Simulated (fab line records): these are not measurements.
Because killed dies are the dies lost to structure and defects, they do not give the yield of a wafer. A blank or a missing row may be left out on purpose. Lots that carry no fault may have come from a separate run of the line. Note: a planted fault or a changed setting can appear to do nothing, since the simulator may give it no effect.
A lot that was struck, set against a sound lot -- flow sky130 -- 18 steps out of a route of 708
Sound: these wafers, L404.1, L404.3, L404.4. Wafers L397.1, L397.2, L397.3 were the ones struck. The cause is given at the end.
Per side, at each step with rows, come the tool, then ch with its chambers, and then its first start. Under that, the readings that differ: sound wafers -- struck wafers -- difference of the means -- sigmas: that difference in standard deviations of wafers without a fault.
alike: a reading whose means differ by less than 2 such deviations, as well as words and numbers matching on both sides. not compared: withheld readings; readings where some wafer has no value; bounds like >300 that might hide an equal value; numbers whose values overlap and for which the record gives no deviation.
The two part at a step that has a row with sigmas, a row that says differs or no value, or rows on one side only. Non-overlapping numbers with no deviation appear without sigmas and do not part them. A reading that every wafer of one side lacks parts them only if that side has two wafers or more.

first, 2 steps without rows for these wafers: SKY_GATE_OXIDE_CLEAN_00 (cleans in SC1/SC2, time 150 s); SKY_GATE_OXIDE_OXIDATION_01 (stabilise 600 s, purge 300 s, target thk 10.268 nm).
SKY_GATE_OXIDE_THK_MEAS_02:
  sound on film-metro-01 at day 18 10:41; struck on film-metro-01 at day 16 14:14
  alike: GATE_OXIDE_OXIDATION_00_THK
then, 7 steps without rows for these wafers: SKY_GATE_OXIDE_DEHYDRATE_03 (time 60 s); SKY_GATE_OXIDE_HMDS_04 (prime time 60 s); SKY_GATE_OXIDE_COAT_05 (resist thk 1140 nm); SKY_GATE_OXIDE_SOFTBAKE_06 (time 60 s); SKY_GATE_OXIDE_EXPOSE_07 (exposes mask LVOM, target cd 600 nm); SKY_GATE_OXIDE_PEB_08; SKY_GATE_OXIDE_DEVELOP_09 (develop time 60 s).
SKY_GATE_OXIDE_OVL_MEAS_10:
  sound on overlay-02 at day 19 16:04; struck on overlay-01 at day 17 18:10
  alike: GATE_OXIDE_OVL
after that, 1 step had no rows for these wafers: SKY_GATE_OXIDE_IMPLANT_11.
SKY_GATE_OXIDE_WET_ETCH_12: etches SiO2 in dHF, target depth 16.8 nm, time 336 s.
  sound on wet-bench-02 ch 3, day 19 16:15; struck on wet-bench-04 ch 0, day 17 18:20
reading,sound,struck,difference,sigmas
run-length-s (s),361 361 361,201 201 201,-160,-42
model.SiO2_of_FIELD_ISO_CVD_24.thk-nm (nm),360.7 363.4 363.3,374.6 372.7 374.9,+11.6,
SKY_GATE_OXIDE_STRIP_13: strips in O2/N2.
  sound on plasma-asher-01 ch 0,1, day 19 16:21; struck on plasma-asher-02 ch 0,1, day 17 18:27
reading,sound,struck,difference,sigmas
strip-time-to-endpoint-s (s),14.18 14.18 14.18,14.07 14.09 14.08,-0.10,-2
  alike: drypump-motor-current-A, oes-product-au
  not compared: rf-hours-counter-h
SKY_GATE_OXIDE_TW_MEAS_14:
  sound on film-metro-01 at day 19 16:27; struck on film-metro-02 at day 17 18:33
  alike: GATE_OXIDE_TW
SKY_GATE_OXIDE_CLEAN_15: cleans in SC1/SC2, time 150 s.
  sound on wet-bench-03 ch 2, day 19 16:31; struck on wet-bench-04 ch 0, day 17 18:37
reading,sound,struck,difference,sigmas
model.SiO2_of_FIELD_ISO_CVD_24.thk-nm (nm),360 362.7 362.6,373.9 372 374.2,+11.6,
then, 1 step without rows for these wafers: SKY_GATE_OXIDE_OXIDATION_16 (stabilise 600 s, purge 300 s, target thk 3.57 nm).
-- a jump in the record: the struck wafers' starts before and after are 31 days apart (it breaks off in module GATE_OXIDE and resumes in module PAD_OPEN, where the first step shown is number 708 of the route) --
SKY_PAD_OPEN_PROBE_99:
  sound on prober-02 at day 49 16:59; struck on prober-01 at day 49 00:46
reading,sound,struck,difference,sigmas
killed-at-front-end,13 4 6,407 417 418,+406,+97
killed-dies,79 73 81,492 492 492,+414,+44
killed-on-rim,14 12 16,96 96 96,+82,+25
  alike: killed_at_M0_to_M3, killed_at_M4_up, killed-at-contacts, killed-at-other, killed-open, killed-short

WHERE THEY PART
At SKY_GATE_OXIDE_WET_ETCH_12 first; at SKY_PAD_OPEN_PROBE_99 last (within this record only).

WHY: what had been put in by the simulator
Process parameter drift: wet-bench-04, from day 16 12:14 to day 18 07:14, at SKY_GATE_OXIDE_WET_ETCH_12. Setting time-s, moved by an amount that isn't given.
